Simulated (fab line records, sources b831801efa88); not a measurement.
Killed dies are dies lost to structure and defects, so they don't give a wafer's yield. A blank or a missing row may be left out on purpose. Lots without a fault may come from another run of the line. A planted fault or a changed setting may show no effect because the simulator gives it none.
fab line records | flow sfq_line
record lots=6 wafers=18 last_day=96
route steps=325 shown M1@62 I1@73 M2@88
lots that met no fault: from a run of the same line without faults
start_h: hours from the record's first day to the start of the lot's first wafer shown | wait_h: hours since the lot's step before | " the same as in the row above | L1.1+2: a row that stands for several wafers | - no value, or no start given | * or withheld: withheld | < > ~ a bound
route shown NAME@n: a module of which the file shows steps, and the number in the route of the first | usual: mean/standard deviation of fault-free wafers | same: alike in all rows | chamber/n: place in a boat | sites: the reading at each site | _std_site: their standard deviation | _edge_site: outer sites' mean less inner sites' | radius_mm: how far each site lies from the wafer's centre | mask NAME#n: copy n | behind: the tool/chamber that last shaped the wafer | hold: why the lot was held/for how many hours/how that ended | device: the transistor (n, p or np) that didn't switch | end of line: the same wafers' tests at the end of the route | a step without rows: its recipe alone | killed: dies lost to structure and defects at the first sort, not the wafer's yield | map: a wafer's dies, x killed, . not, _ none there
set.NAME: the setting as run; set.NAME@STEP: as run at that earlier step | model.NAME: the simulator's own value behind a step, which no gauge read
lots at some steps of the route; a table a step, a row a wafer
services: from which hour (start_h, from the record's first day; less than 0 if before it) a tool's chamber was out of use, for how many hours, and why
## steps
# step SFQ_TRILAYER_M1_LITHO_COAT_044
# recipe resist=BARC spin_rpm=3000 resist_thk_nm=61.27
# step SFQ_TRILAYER_M1_LITHO_COAT_039
# recipe resist=KrF spin_rpm=3000 resist_thk_nm=600
# step SFQ_TRILAYER_M1_LITHO_SOFTBAKE_043
# recipe temp_c=withheld time_s=withheld resist=KrF
# step SFQ_TRILAYER_M1_LITHO_EXPOSE_040
# recipe mask_id=M1 na=0.6 source_shape=conventional sigma_outer=0.65 target_cd_nm=500 dose_mj=14.4
# step SFQ_TRILAYER_M1_LITHO_PEB_042
# recipe peb_temp_c=115 peb_time_s=60 resist=KrF
# step SFQ_TRILAYER_M1_LITHO_DEVELOP_041
# recipe time_s=60 resist=KrF
# step SFQ_M1_OVL_MEAS_911
# usual M1_OVL=1/5
# columns lot.wafer tool chamber start_h wait_h M1_OVL[nm]
L359.2 overlay-02 - 563.88 0.1 -9
L359.3 " - " " 0
L359.4 " - " " -3
L362.2 overlay-02 - 604.81 0.1 10
L362.5 " - " " 0
L362.6 " - " " 2
L371.3 overlay-01 - 700.22 0.1 5
L371.5 " - " " 3
L371.6 " - " " 1
L372.1 overlay-02 - 702.61 0.1 -1
L372.2 " - " " 7
L372.3 " - " " -5
L373.2 overlay-01 - 703.81 0.1 -6
L373.3 " - " " 1
L373.6 " - " " -2
L381.1 overlay-01 - 804.17 0.1 2
L381.3 " - " " 7
L381.4 " - " " -1
# step SFQ_TRILAYER_M1_BARC_OPEN_METAL_ETCH_054
# recipe mask_material=PR chemistry=O2 target_depth_nm=125 target=BARC icp_w=600 bias_w=80 pressure_mtorr=10 time_s=41.7
# usual drypump_motor_current_A=5.9/0.32 he_backside_leak_sccm=3.43/0.18 oes_product_au=0.682/0.0045
# columns lot.wafer tool chamber start_h wait_h drypump_motor_current_A he_backside_leak_sccm oes_product_au rf_hours_counter_h
L359.2 rie_metal-02 1 563.91 0.0 6.0 3.73 0.683 135
L359.3 " 1 " " 6.0 3.67 0.677 -
L359.4 " 0 " " 5.5 3.30 0.679 -
L362.2 rie_metal-02 1 604.84 0.0 6.0 3.61 0.682 140
L362.5 " 1 " " 6.0 3.53 0.681 -
L362.6 " 0 " " 5.5 3.38 0.681 -
L371.3 rie_metal-01 0 700.26 0.0 5.6 3.30 0.681 -
L371.5 " 0 " " 5.6 3.51 0.685 -
L371.6 " 1 " " 5.8 3.42 0.683 -
L372.1 rie_metal-04 1 702.64 0.0 6.4 3.40 0.680 31
L372.2 " 0 " " 5.7 3.37 0.675 65
L372.3 " 0 " " 5.7 3.26 0.687 -
L373.2 rie_metal-01 1 703.84 0.0 5.9 3.35 0.681 48
L373.3 " 0 " " 5.6 3.36 0.681 -
L373.6 " 1 " " 5.9 3.27 0.674 -
L381.1 rie_metal-01 1 804.20 0.0 5.9 3.46 0.676 58
L381.3 " 1 " " 5.9 3.38 0.688 -
L381.4 " 0 " " 5.7 3.67 0.681 -
# step SFQ_TRILAYER_M1_ETCH_METAL_ETCH_042
# recipe target=Nb stop_on=SiO2 mask_material=PR chemistry=Cl2/Ar target_depth_nm=240 icp_w=600 bias_w=80 pressure_mtorr=10 time_s=120
# usual drypump_motor_current_A=5.9/0.33 he_backside_leak_sccm=3.44/0.26 oes_product_au=0.893/0.0065
# columns lot.wafer tool chamber start_h wait_h drypump_motor_current_A he_backside_leak_sccm oes_product_au rf_hours_counter_h
L359.2 rie_metal-02 1 563.97 0.0 6.0 3.52 0.900 135
L359.3 " 1 " " 6.0 3.35 0.889 -
L359.4 " 0 " " 5.5 3.39 0.912 -
L362.2 rie_metal-02 1 604.90 0.0 6.0 3.57 0.881 140
L362.5 " 1 " " 6.0 3.48 0.888 -
L362.6 " 0 " " 5.4 3.39 0.889 -
L371.3 rie_metal-01 0 700.35 0.1 5.7 3.11 0.893 -
L371.5 " 0 " " 5.7 3.30 0.882 -
L371.6 " 1 " " 5.9 3.40 0.886 -
L372.1 rie_metal-04 1 702.70 0.0 6.4 3.52 0.887 31
L372.2 " 0 " " 5.7 3.15 0.890 65
L372.3 " 0 " " 5.7 3.33 0.888 -
L373.2 rie_metal-01 1 703.90 0.0 5.8 3.60 0.890 48
L373.3 " 0 " " 5.6 3.31 0.906 -
L373.6 " 1 " " 5.9 3.55 0.897 -
L381.1 rie_metal-01 1 804.26 0.0 5.9 3.39 0.883 58
L381.3 " 1 " " 5.9 3.44 0.887 -
L381.4 " 0 " " 5.6 3.35 0.885 -
# step SFQ_TRILAYER_M1_STRIP_STRIP_043
# recipe gas=O2 power_w=200 platen_temp_c=40 overash_fraction=0.65 chemistry=O2 pressure_mtorr=50
# step SFQ_TRILAYER_M1_STRIP_SOLV_CLEAN_044
# recipe chemistry=NMP temp_c=70 time_s=600
# step SFQ_TRILAYER_I1_DEP_PECVD_045
# recipe material=SiO2 temp_c=150 time_s=111.11 pressure_torr=2.4 rf_w=183.3 precursor=SiH4/N2O target_thk_nm=500
# usual chamber_pressure_Torr=2.400/0.0053 heater_power_w=90/20 throttle_valve_pct=24.2/0.78
# columns lot.wafer tool chamber start_h wait_h chamber_pressure_Torr heater_power_w throttle_valve_pct
L359.2 pecvd-01 0 564.87 0.0 2.394 91 24.6
L359.3 " 1 " " 2.402 77 24.9
L359.4 " 2 " " 2.404 58 24.4
L362.2 pecvd-04 2 605.80 0.0 2.401 88 24.8
L362.5 " 2 " " 2.404 93 24.4
L362.6 " 0 " " 2.400 69 23.8
L371.3 pecvd-01 0 701.20 0.0 2.407 77 24.8
L371.5 " 1 " " 2.404 89 25.1
L371.6 " 0 " " 2.395 82 24.9
L372.1 pecvd-02 2 703.62 0.0 2.399 95 24.4
L372.2 " 0 " " 2.391 92 24.5
L372.3 " 1 " " 2.391 52 24.2
L373.2 pecvd-01 2 704.80 0.0 2.394 69 24.3
L373.3 " 0 " " 2.399 92 24.7
L373.6 " 2 " " 2.396 73 24.4
L381.1 pecvd-04 1 805.18 0.0 2.405 127 23.1
L381.3 " 0 " " 2.398 70 24.2
L381.4 " 2 " " 2.404 89 24.8
# step SFQ_TRILAYER_I1_CMP_CMP_046
# recipe material=SiO2 down_force_psi=3 platen_rpm=60 pad_velocity_m_s=0.94248
# usual motor_current_A=10.1/1.1 platen_rpm=60.01/0.035 time_to_endpoint_s=213/6.9
# columns lot.wafer tool chamber start_h wait_h motor_current_A platen_rpm time_to_endpoint_s model.SiO2_of_TRILAYER_I1_DEP_PECVD_045.thk_nm
L359.4 cmp-02 0 564.95 0.0 8.8 60.01 213 199.5
L359.3 " 1 " " 11.4 60.00 207 198.6
L359.2 " 2 " " 11.4 60.05 204 200.1
L362.2 cmp-02 1 606.88 1.0 11.4 60.06 206 199.7
L362.5 " 3 607.88 2.0 9.1 59.99 215 200.5
L362.6 " 0 " " 8.8 59.99 222 200.2
L371.3 cmp-02 1 702.78 1.5 11.5 60.00 211 185.1
L371.6 " 2 " " 11.4 60.01 224 185.7
L371.5 " 3 " " 9.6 60.03 231 186.2
L372.1 cmp-01 2 705.48 1.8 10.6 60.01 214 200.4
L372.2 " 3 " " 9.8 60.04 213 199.2
L372.3 " 1 706.98 3.3 10.0 60.01 217 199.6
L373.2 cmp-02 1 707.78 2.9 11.7 60.03 210 183.8
L373.3 " 2 " " 10.9 60.00 219 184.1
L373.6 " 0 709.28 4.4 8.5 60.00 217 185.6
L381.4 cmp-02 3 811.88 6.6 8.9 60.01 229 199.5
L381.1 " 0 " " 7.8 59.98 225 202
L381.3 " 1 " " 12.2 59.97 218 200.9
# step SFQ_I1_BOW_MEAS_912
# recipe mode=bow
# usual I1_BOW=1/8.4
# columns lot.wafer tool chamber start_h wait_h I1_BOW[um]
L359.2 film_metro-01 - 567.97 1.5 -11
L359.3 " - " " -1
L359.4 " - " " -7
L362.2 film_metro-02 - 608.90 1.5 -8
L362.5 " - " " 1
L362.6 " - " " -7
L371.3 film_metro-03 - 704.32 1.0 19
L371.5 " - " " 15
L371.6 " - " " 11
L371.3 film_metro-03 - 705.64 1.3 -
L371.5 " - " " -
L371.6 " - " " -
L372.1 film_metro-03 - 708.48 2.5 -2
L372.2 " - " " -7
L372.3 " - " " -14
L373.2 film_metro-03 - 710.30 2.0 2
L373.3 " - " " 3
L373.6 " - " " -5
L373.2 film_metro-03 - 711.62 1.3 -
L373.3 " - " " -
L373.6 " - " " -
L381.1 film_metro-01 - 814.88 2.0 4
L381.3 " - " " 13
L381.4 " - " " -11
# step SFQ_TRILAYER_I1_METRO_MEASURE_047
# usual thk_nm=200.2/0.95
# columns lot.wafer tool chamber start_h wait_h thk_nm
L359.2 film_metro-01 - 568.27 0.3 200.3
L359.3 " - " " 198.8
L359.4 " - " " 199.5
L362.2 film_metro-02 - 609.20 0.3 199.7
L362.5 " - " " 200.6
L362.6 " - " " 200.1
L371.3 film_metro-03 - 707.15 1.5 185.2
L371.5 " - " " 186.2
L371.6 " - " " 185.8
L371.3 film_metro-03 - 708.52 1.2 185.1
L371.5 " - " " 186.2
L371.6 " - " " 185.8
L372.1 film_metro-03 - 708.60 0.1 200.5
L372.2 " - " " 199.4
L372.3 " - " " 199.6
L373.2 film_metro-03 - 714.92 3.3 183.9
L373.3 " - " " 184.2
L373.6 " - " " 185.6
L373.2 film_metro-03 - 716.29 1.2 183.8
L373.3 " - " " 184.0
L373.6 " - " " 185.5
L381.1 film_metro-01 - 815.00 0.1 202.0
L381.3 " - " " 200.8
L381.4 " - " " 199.4
# step SFQ_TRILAYER_I1_VIA_LITHO_COAT_054
# recipe resist=BARC spin_rpm=3000 resist_thk_nm=62
# step SFQ_TRILAYER_I1_VIA_LITHO_COAT_049
# recipe resist=KrF spin_rpm=3000 resist_thk_nm=650
# step SFQ_TRILAYER_I1_VIA_LITHO_SOFTBAKE_053
# recipe temp_c=withheld time_s=withheld resist=KrF
# step SFQ_TRILAYER_I1_VIA_LITHO_EXPOSE_050
# recipe mask_id=I1 na=0.6 source_shape=conventional sigma_outer=0.65 target_cd_nm=500 dose_mj=21.3
# step SFQ_TRILAYER_I1_VIA_LITHO_PEB_052
# recipe peb_temp_c=115 peb_time_s=60 resist=KrF
# step SFQ_TRILAYER_I1_VIA_LITHO_DEVELOP_051
# recipe time_s=60 resist=KrF
# step SFQ_I1_OVL_MEAS_913
# usual I1_OVL=0/4.5
# columns lot.wafer tool chamber start_h wait_h I1_OVL[nm]
L359.2 overlay-02 - 727.94 0.1 -6
L359.3 " - " " -3
L359.4 " - " " -1
L362.2 overlay-02 - 765.74 0.1 -1
L362.5 " - " " 10
L362.6 " - " " 6
L371.3 overlay-01 - 858.48 0.1 4
L371.5 " - " " 7
L371.6 " - " " 2
L372.1 overlay-01 - 862.07 0.1 5
L372.2 " - " " 2
L372.3 " - " " -1
L373.2 overlay-01 - 864.48 0.1 2
L373.3 " - " " 4
L373.6 " - " " -1
L381.1 overlay-02 - 948.99 0.1 -1
L381.3 " - " " -2
L381.4 " - " " -6
# step SFQ_TRILAYER_I1_VIA_BARC_OPEN_VIA_ETCH_071
# recipe mask_material=PR chemistry=O2 target_depth_nm=125 target=BARC source_w=500 bias_w=78.31 pressure_mtorr=30 time_s=41.7
# usual drypump_motor_current_A=6.0/0.35 oes_product_au=0.686/0.0048
# columns lot.wafer tool chamber start_h wait_h drypump_motor_current_A oes_product_au rf_hours_counter_h
L359.2 rie_diel-03 3 727.97 0.0 6.2 0.676 4
L359.3 " 2 " " 6.5 0.689 36
L359.4 " 1 " " 5.5 0.678 2
L362.2 rie_diel-02 3 765.77 0.0 6.3 0.679 1
L362.5 " 2 " " 6.2 0.689 -
L362.6 " 1 " " 5.7 0.685 -
L371.3 rie_diel-02 3 858.51 0.0 6.4 0.683 3
L371.5 " 3 " " 6.4 0.684 -
L371.6 " 2 " " 6.3 0.683 -
L372.1 rie_diel-03 3 862.11 0.0 6.3 0.690 6
L372.2 " 0 " " 6.4 0.693 19
L372.3 " 2 " " 6.5 0.680 0
L373.2 rie_diel-02 2 864.51 0.0 6.2 0.679 0
L373.3 " 0 " " 6.1 0.688 4
L373.6 " 2 " " 6.2 0.683 -
L381.1 rie_diel-03 1 949.02 0.0 5.5 0.689 5
L381.3 " 3 " " 6.2 0.694 7
L381.4 " 2 " " 6.5 0.690 1
# step SFQ_TRILAYER_I1_VIA_ETCH_VIA_ETCH_052
# recipe target=SiO2 stop_on=Nb mask_material=PR taper_deg=20 chemistry=CHF3 target_depth_nm=260 source_w=500 bias_w=80 pressure_mtorr=30 time_s=withheld
# usual drypump_motor_current_A=6.0/0.35 oes_product_au=0.855/0.0055
# columns lot.wafer tool chamber start_h wait_h drypump_motor_current_A oes_product_au model.I1.feature_depth_nm model.etch.depth_nm
L359.2 rie_diel-03 3 728.01 0.0 6.3 0.853 200.1 200.1
L359.3 " 2 " " 6.5 0.845 198.6 198.6
L359.4 " 1 " " 5.5 0.854 199.5 199.5
L362.2 rie_diel-02 3 765.81 0.0 6.4 0.853 199.7 199.7
L362.5 " 2 " " 6.3 0.860 200.5 200.5
L362.6 " 1 " " 5.7 0.853 200.2 200.2
L371.3 rie_diel-02 3 858.55 0.0 6.4 0.820 185.1 185.1
L371.5 " 3 " " 6.4 0.827 186.2 186.2
L371.6 " 2 " " 6.2 0.816 185.7 185.7
L372.1 rie_diel-03 3 862.15 0.0 6.3 0.849 200.4 200.4
L372.2 " 0 " " 6.4 0.855 199.2 199.2
L372.3 " 2 " " 6.5 0.851 199.6 199.6
L373.2 rie_diel-02 2 864.55 0.0 6.3 0.820 183.8 183.8
L373.3 " 0 " " 6.1 0.817 184.1 184.1
L373.6 " 2 " " 6.3 0.822 185.6 185.6
L381.1 rie_diel-03 1 949.06 0.0 5.5 0.857 202 202
L381.3 " 3 " " 6.2 0.867 200.9 200.9
L381.4 " 2 " " 6.5 0.857 199.5 199.5
# step SFQ_TRILAYER_I1_VIA_STRIP_STRIP_053
# recipe gas=O2 power_w=200 platen_temp_c=40 overash_fraction=0.65 chemistry=O2 pressure_mtorr=50
# step SFQ_TRILAYER_I1_VIA_STRIP_SOLV_CLEAN_054
# recipe chemistry=NMP temp_c=70 time_s=600
# step SFQ_TRILAYER_M2_DEP_PRE_CLEAN_056
# recipe gas=Ar time_s=22.5 bias_v=250
# columns lot.wafer tool chamber start_h wait_h model.SiO2_of_TRILAYER_I1_DEP_PECVD_045.thk_nm
L359.2 pvd_sputter-04 - 728.90 0.0 192.6
L359.3 " - " " 191.1
L359.4 " - " " 192
L362.2 pvd_sputter-04 - 767.29 0.0 192.2
L362.5 " - " " 193
L362.6 " - " " 192.7
L371.3 pvd_sputter-03 - 859.43 0.0 177.6
L371.5 " - " " 178.7
L371.6 " - " " 178.2
L372.1 pvd_sputter-04 - 863.05 0.0 192.9
L372.2 " - " " 191.7
L372.3 " - " " 192.1
L373.2 pvd_sputter-05 - 865.45 0.0 176.3
L373.3 " - " " 176.6
L373.6 " - " " 178.1
L381.1 pvd_sputter-05 - 949.95 0.0 194.5
L381.3 " - " " 193.4
L381.4 " - " " 192
# step SFQ_TRILAYER_M2_DEP_SPUTTER_055
# recipe material=Nb base_pressure_pa=1.33e-06 chamber_pressure_pa=0.1333 substrate_temp_c=20 resputter_cathode_voltage_v=400 target_thk_nm=200 power_w=2000 time_s=133.3
# usual throttle_valve_pct=29.8/0.76
# columns lot.wafer tool chamber start_h wait_h throttle_valve_pct
L359.2 pvd_sputter-04 - 728.93 0.0 30.5
L359.3 " - " " 28.7
L359.4 " - " " 30.3
L362.2 pvd_sputter-04 - 767.32 0.0 30.3
L362.5 " - " " 30.3
L362.6 " - " " 28.8
L371.3 pvd_sputter-03 - 859.46 0.0 29.3
L371.5 " - " " 30.3
L371.6 " - " " 29.6
L372.1 pvd_sputter-04 - 863.08 0.0 30.1
L372.2 " - " " 28.7
L372.3 " - " " 30.0
L373.2 pvd_sputter-05 - 865.48 0.0 29.1
L373.3 " - " " 30.8
L373.6 " - " " 28.0
L381.1 pvd_sputter-05 - 949.98 0.0 28.2
L381.3 " - " " 30.8
L381.4 " - " " 28.9
## services
# columns tool chamber start_h hours kind
cmp-02 - 542.49 11.5 repair
film_metro-03 - 556.14 0.7 pm
cmp-02 - 575.15 4.0 pm
rie_metal-01 - 583.15 0.7 repair
rie_diel-03 0 588.67 3.7 repair
rie_diel-02 - 596.19 4.1 repair
film_metro-03 - 604.55 0.9 pm
cmp-02 - 632.84 0.8 repair
pvd_sputter-04 - 637.57 0.7 repair
film_metro-03 - 649.24 0.5 pm
cmp-02 - 658.15 2.6 repair
cmp-02 - 660.71 6.4 pm
rie_diel-02 3 679.75 4.4 repair
cmp-02 - 687.85 1.1 repair
rie_diel-03 1 715.28 4.1 repair
cmp-02 - 719.28 7.9 pm
rie_diel-02 0 736.79 8.1 repair
rie_diel-02 - 744.42 2.5 repair
rie_metal-01 1 761.62 24.7 repair
rie_diel-03 - 767.91 0.8 repair
cmp-02 - 800.58 0.4 repair
rie_diel-02 0 860.60 1.9 repair
rie_diel-03 1 877.06 23.6 repair
rie_diel-03 3 904.35 8.3 repair
## key
first_sign step=SFQ_I1_BOW_MEAS_912 reading=visit direction=added
effect step=SFQ_TRILAYER_I1_METRO_MEASURE_047 reading=visit direction=added
effect step=SFQ_TRILAYER_I1_METRO_MEASURE_047 reading=thk_nm direction=down sigmas=16 usual=200.2 struck=185.2
effect step=SFQ_TRILAYER_I1_VIA_ETCH_VIA_ETCH_052 reading=oes_product_au direction=down sigmas=6.3 usual=0.855 struck=0.821
model_effect step=SFQ_TRILAYER_I1_CMP_CMP_046 value=SiO2_of_TRILAYER_I1_DEP_PECVD_045.thk_nm without=200.1 struck=185.1
model_effect step=SFQ_TRILAYER_I1_VIA_ETCH_VIA_ETCH_052 value=I1.feature_depth_nm without=200.1 struck=185.1
model_effect step=SFQ_TRILAYER_M2_DEP_PRE_CLEAN_056 value=SiO2_of_TRILAYER_I1_DEP_PECVD_045.thk_nm without=192.6 struck=177.6
met_at SFQ_TRILAYER_I1_CMP_CMP_046
struck_wafers L371.3,L371.5,L371.6,L373.2,L373.3,L373.6
onset_between 606.88 702.78
also_fits SFQ_TRILAYER_I1_DEP_PECVD_045:pecvd-01
fault kind=process_parameter_drift tool=cmp-02 chamber=- onset_h=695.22 steps=SFQ_TRILAYER_I1_CMP_CMP_046 channel=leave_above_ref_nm offset=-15 shape=step end_h=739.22 acts_in=these_recipes_only stated=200
